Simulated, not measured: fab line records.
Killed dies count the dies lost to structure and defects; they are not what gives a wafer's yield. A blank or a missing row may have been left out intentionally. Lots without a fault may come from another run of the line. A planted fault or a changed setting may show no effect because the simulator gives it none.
Which tool did it?	flow gf180mcu	11 lots with 33 wafers sampled at 3 steps, on a route of 602 steps

== WHAT THE GAUGES SHOWED, per wafer ==
GF_V1_OVL_MEAS_15.
lot	measured	on	V1_OVL (nm)
L995	day 19 16:45	overlay-01	1 -11 -10
L997	day 20 14:55	overlay-02	-3 2 -5
L998	day 20 17:50	overlay-02	-2 -2 0
L999	day 21 16:08	overlay-01	14 15 13
L100	day 21 22:22	overlay-02	8 0 2
L101	day 21 23:43	overlay-02	3 7 -1
L103	day 22 12:55	overlay-02	9 13 10
L104	day 23 02:33	overlay-01	8 4 10
L111	day 25 07:49	overlay-02	10 5 4
L114	day 26 04:27	overlay-01	3 0 1
L115	day 26 10:27	overlay-02	-3 -3 3

== WHICH TOOL RAN EACH LOT (tool, then ch and the chambers of the sampled wafers, then the start) ==
lot	GF_M1_METAL_ETCH_16	GF_V1_CMP_04
L995	rie-metal-03 ch 0,1, day 18 14:37	cmp-01 ch 0,1,3, day 18 15:42
L997	rie-metal-01 ch 0,1, day 19 12:50	cmp-01 ch 0,1,3, day 19 13:47
L998	rie-metal-01 ch 0,1, day 19 16:47	cmp-01 ch 1,2, day 19 17:48
L999	rie-metal-03 ch 0,1, day 20 14:35	cmp-01 ch 0,2,3, day 20 15:32
L100	rie-metal-01 ch 0,1, day 20 20:59	cmp-02 ch 0,1,2, day 20 22:01
L101	rie-metal-02 ch 0,1, day 20 22:14	cmp-02 ch 0,1,3, day 20 23:13
L103	rie-metal-02 ch 0,1, day 21 11:29	cmp-02 ch 1,3, day 21 12:25
L104	rie-metal-02 ch 1, day 22 02:05	cmp-02 ch 0,1, day 22 03:04
L111	rie-metal-01 ch 0,1, day 24 08:38	cmp-02 ch 1,2, day 24 09:33
L114	rie-metal-01 ch 0,1, day 25 05:32	cmp-02 ch 0,1, day 25 06:31
L115	rie-metal-02 ch 1, day 25 11:34	cmp-02 ch 0,3, day 25 12:34
- GF_M1_METAL_ETCH_16: etches the open film in Cl2/BCl3, stops on SiO2, target depth 750.8 nm, time 125.1 s.
- GF_V1_CMP_04: polishes SiO2.

== THE ANSWER, worked out from the rows above alone ==
Rule: the lots themselves supply what counts as usual. The widest of any qualifying gaps counts: lots, ordered by their means at a reading, are off when they make up no more than a third of the lots, leave a main group of 4 or more, and stand apart from it by 3 or more times the standard deviation of that group's means. Not used: any main group whose means are identical at the precision the tables above print for the reading. Also off: a lot with no number at a reading for which 4 or more lots have one. Any other lot the step has rows for is counted as sound.
Across all readings shown, no lot is off: no conclusion can be drawn from this.

== WHAT THE SIMULATOR PUT IN ==
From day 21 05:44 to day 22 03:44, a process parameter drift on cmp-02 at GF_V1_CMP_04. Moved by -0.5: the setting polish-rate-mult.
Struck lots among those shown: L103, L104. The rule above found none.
